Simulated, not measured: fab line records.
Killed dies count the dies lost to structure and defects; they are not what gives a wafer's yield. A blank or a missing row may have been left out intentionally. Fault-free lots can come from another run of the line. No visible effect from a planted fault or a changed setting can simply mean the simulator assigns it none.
Problem report in the 8D (eight disciplines) form, filled by code -- flow sky130 -- the parts of the form that need people (team, actions taken, sign-off) are left out

1. WHAT IS WRONG
Mean LDD_P_TW at SKY_LDD_P_TW_MEAS_11: 616 over 6 wafers in 2 lots; fault-free wafers: 636, standard deviation 3.3. That is -6.1 standard deviations from the usual mean.
First seen on wafer L578.1, day 21 18:28, on film-metro-01. The record holds 39 wafers of 13 lots with a number at this step. Rule for "out", or "out of limits": more than 4 standard deviations from the usual mean. Any other wafer with a number is counted as sound.

2. WHAT THIS IS AND IS NOT
question,is,is not
which readings at this step,LDD_P_TW,-
which lots,"L578, L579","L572, L573, L574, L576, L580, L584, L587, L588, L590, L593, L595"
which wafers of those lots,all that have a number,-
read on which gauges,"film-metro-01, film-metro-03",film-metro-02
when,from day 21 18:28,"up to then (12 sound wafers); but 21 sound wafers of L580, L584, L587, L588, L590, L593, L595 came after"

3. SUSPECTS, AND WHAT RULES EACH OUT
Counting: a tool at any process step up to the reading remains a suspect when it ran all the lots that are out and ran no sound lot after the first of those.
- the gauge at SKY_LDD_P_TW_MEAS_11 has been ruled out. Those wafers that are out were read across 2 gauges (film-metro-01, film-metro-03).
- implanter-04 at SKY_LDD_P_IMPLANT_09: ruled out as a lasting fault. After its first lot that is out, L578 (day 21 18:13), sound lots L588, L595 ran on it.
Left after counting: nothing in the record.

4. THE CAUSE (what the simulator had put in)
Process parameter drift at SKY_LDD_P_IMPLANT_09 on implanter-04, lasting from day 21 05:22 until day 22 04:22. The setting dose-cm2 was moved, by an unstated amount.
The count ruled it out by mistake, since the rule takes a fault to strike every lot its tool runs from the start of the fault on, and this one did not do so.

5. THE CHAIN OF EFFECTS, in route order
Rows list readings where the struck wafers' mean (over those with a number) sits beyond 3 standard deviations from the usual. Only readings whose record carries a usual standard deviation are examined. hours: median over the lots of the time between each lot's start at the first step of this table that gives one and its start at this step. sigmas: the change, counted in usual standard deviations.
hours,step,reading,usual,on struck wafers,change,sigmas
0,SKY_LDD_P_IMPLANT_09,dose-ions-cm2,9.998e+12,9.121e+12,-8.768e+11,-73
0,SKY_LDD_P_IMPLANT_09,faraday-current-uA,56.5,51.2,-5.3,-4.8
0,SKY_LDD_P_TW_MEAS_11,LDD_P_TW,636,616,-20,-6.1
The process steps in it:
- SKY_LDD_P_IMPLANT_09
At these later measuring or inspecting steps, every struck wafer for which the step has a row has a number for every such reading, and none has moved that far: SKY_METAL1_RS_MEAS_05, SKY_METAL1_THK_MEAS_06.

6. HOW IT WOULD HAVE BEEN CAUGHT EARLIER
The first out-of-limits reading at a measuring or inspecting step in this record came at day 21 18:28, 13 hours after the fault's start at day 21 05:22.
Tool's own readings at SKY_LDD_P_IMPLANT_09, dose-ions-cm2: out on all struck wafers the step has rows for; an alarm limit on them would have tripped on the first.
